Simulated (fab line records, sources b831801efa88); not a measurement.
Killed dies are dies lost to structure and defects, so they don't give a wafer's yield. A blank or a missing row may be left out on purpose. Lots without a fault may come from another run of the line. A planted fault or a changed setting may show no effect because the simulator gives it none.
One fault seen from 2 desks | flow sky130 | each desk has only its own numbers; what lay behind them comes last

THE METROLOGY DESK
What the gauges read, lot by lot, whatever tool the lot ran on: means of the sampled wafers that have a number. A lot is out of limits, marked OUT, if its mean lies more than 4 standard deviations from the usual mean; the brackets give that distance.
Columns: A = VT_ADJUST_NCORE_TW at SKY_VT_ADJUST_NCORE_TW_MEAS_11, usual 217.7
lot  | first seen here | A
L522 | day 8 07:28     | 214.0
L523 | day 8 17:25     | 217.7
L527 | day 9 23:25     | 219.9
L528 | day 10 03:55    | 218.2
L529 | day 10 07:58    | 218.9
L534 | day 11 22:46    | 220.7
L536 | day 12 10:08    | 217.8
L540 | day 14 13:13    | 218.1
L541 | day 14 14:02    | 213.5
L542 | day 15 03:01    | 214.5
L544 | day 15 06:25    | 219.5
L545 | day 17 02:45    | 217.5
This desk's finding: nothing out of limits on any of the 12 lots.

THE TOOL OWNER'S DESK: plasma_asher-03
The tool's own readings at SKY_FIELD_ISO_STRIP_16 (strips in O2/N2): means of the sampled wafers that have a number, for each lot that ran on this tool. A lot is out of limits, marked OUT, if its mean lies more than 4 standard deviations from the usual mean; the brackets give that distance.
Columns: A = chamber_pressure_mTorr at SKY_FIELD_ISO_STRIP_16, usual 1500.0 mTorr; B = drypump_motor_current_A at SKY_FIELD_ISO_STRIP_16, usual 5.8 A; C = oes_product_au at SKY_FIELD_ISO_STRIP_16, usual 0.378 a.u.; D = strip_time_to_endpoint_s at SKY_FIELD_ISO_STRIP_16, usual 3.572 s
lot  | first seen here | A      | B   | C     | D
L527 | day 3 08:38     | 1500.4 | 5.5 | 0.372 | 3.562
L529 | day 3 16:29     | 1500.2 | 5.6 | 0.384 | 3.602
L534 | day 4 19:47     | 1500.4 | 5.5 | 0.380 | 3.610
L536 | day 5 07:17     | 1500.3 | 5.6 | 0.377 | 3.577
This desk's finding: nothing out of limits on any of the 4 lots.

PUT TOGETHER
The metrology desk saw nothing out of limits.
The tool owner's desk saw nothing out of limits.

WHAT THE SIMULATOR HAD PUT IN
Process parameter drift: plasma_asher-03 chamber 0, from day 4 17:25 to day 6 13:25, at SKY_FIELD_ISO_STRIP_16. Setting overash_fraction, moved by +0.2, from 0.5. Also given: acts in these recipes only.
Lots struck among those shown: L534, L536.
